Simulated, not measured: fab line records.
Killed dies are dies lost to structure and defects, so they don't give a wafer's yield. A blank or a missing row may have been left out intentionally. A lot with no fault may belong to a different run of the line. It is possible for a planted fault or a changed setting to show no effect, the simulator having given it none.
A lot that was struck, set against a sound lot / flow gf180mcu / 14 steps out of a route of 602
Sound: these wafers, L319.1, L319.2, L319.5. The struck wafers were L309.1, L309.3, L309.6. The cause is given at the end.
Per side, at each step with rows, come the tool, then ch with its chambers, and then its first start. Under that, the readings that differ: sound wafers / struck wafers / difference of the means / sigmas: that difference in standard deviations of wafers without a fault.
alike: a reading whose means differ by less than 2 such deviations, as well as words and numbers matching on both sides. not compared: withheld readings; readings where some wafer has no value; bounds like >300 that might hide an equal value; numbers whose values overlap and for which the record gives no deviation.
A row with sigmas, a row that says differs or no value, or rows on one side alone: a step with any of these is where the two part. When numbers do not overlap yet have no deviation, they are printed without sigmas and do not part them. Lack of a reading on every wafer of one side parts them only where that side has two or more wafers.

first, 4 steps without rows for these wafers: GF_CONTACT_CLEAN_19 (cleans in SPM); GF_CONTACT_CLEAN_20 (cleans in DIW); GF_CONTACT_CLEAN_21 (cleans in dHF, time 20 s); GF_CONTACT_SPUTTER_22 (material Ti, target thk 15 nm, time 80.02 s).
GF_CONTACT_SPUTTER_23: material TiN, target thk 10 nm, time 40 s.
  struck on pvd_sputter-04, day 18 22:56; sound on pvd_sputter-04, day 22 16:16
  alike: cathode_dc_power_W, chamber_pressure_pa, throttle_valve_pct
GF_CONTACT_CVD_24: deposits W, target thk 300 nm, time 90.339 s.
  sound on cvd_w-01 ch 0,1, day 22 16:18; struck on cvd_w-02 ch 0,1, day 18 22:58
  alike: heater_power_w
GF_CONTACT_RS_MEAS_25: measurement is done with a four-point probe.
  struck on film_metro-01, day 18 23:04; sound on film_metro-01, day 22 16:24
  alike: CONTACT_W_RS
GF_CONTACT_THK_MEAS_26: measures by xrf.
  struck on film_metro-01, day 18 23:11; sound on film_metro-01, day 22 16:31
  alike: CONTACT_W_THK
GF_CONTACT_CMP_27: polishes, stops on SiO2, t overpolish 15 s, target thk 0 nm.
  sound on cmp-02 ch 1,3, day 22 16:38; struck on cmp-01 ch 1,2,3, day 18 23:15
reading=time_to_endpoint_s (s); sound=71 64 67; struck=80 80 80; difference=+13; sigmas=+3
  alike: motor_current_A, overpolish_run_s
then, 1 step without rows for these wafers: GF_M1_SPUTTER_00 (material Ti, target thk 37.5 nm, time 150 s).
GF_M1_SPUTTER_01: material TiN, target thk 30 nm, time 25 s.
  struck on pvd_sputter-02, day 18 23:39; sound on pvd_sputter-02, day 22 16:59
  alike: cathode_dc_power_W, chamber_pressure_pa, throttle_valve_pct
GF_M1_SPUTTER_02: material AlCu, target thk 450 nm, time 23.9 s.
  struck on pvd_sputter-02, day 18 23:41; sound on pvd_sputter-02, day 22 17:01
  alike: cathode_dc_power_W, chamber_pressure_pa, throttle_valve_pct
GF_M1_SPUTTER_03: material Ti, target thk 10 nm, time 6.7 s.
  struck on pvd_sputter-02, day 18 23:43; sound on pvd_sputter-02, day 22 17:02
  no value came back on the struck wafers for cathode_dc_power_W (W), chamber_pressure_pa (Pa), throttle_valve_pct (%); on the sound wafers cathode_dc_power_W (W) reads 3000.3 3000.1 2999.8
then, 1 step without rows for these wafers: GF_M1_SPUTTER_04 (material TiN, target thk 50 nm, time 41.7 s).

WHERE THEY PART
At GF_CONTACT_CMP_27 first; at GF_M1_SPUTTER_03 last (within this record only).

WHY: what the simulator had put in
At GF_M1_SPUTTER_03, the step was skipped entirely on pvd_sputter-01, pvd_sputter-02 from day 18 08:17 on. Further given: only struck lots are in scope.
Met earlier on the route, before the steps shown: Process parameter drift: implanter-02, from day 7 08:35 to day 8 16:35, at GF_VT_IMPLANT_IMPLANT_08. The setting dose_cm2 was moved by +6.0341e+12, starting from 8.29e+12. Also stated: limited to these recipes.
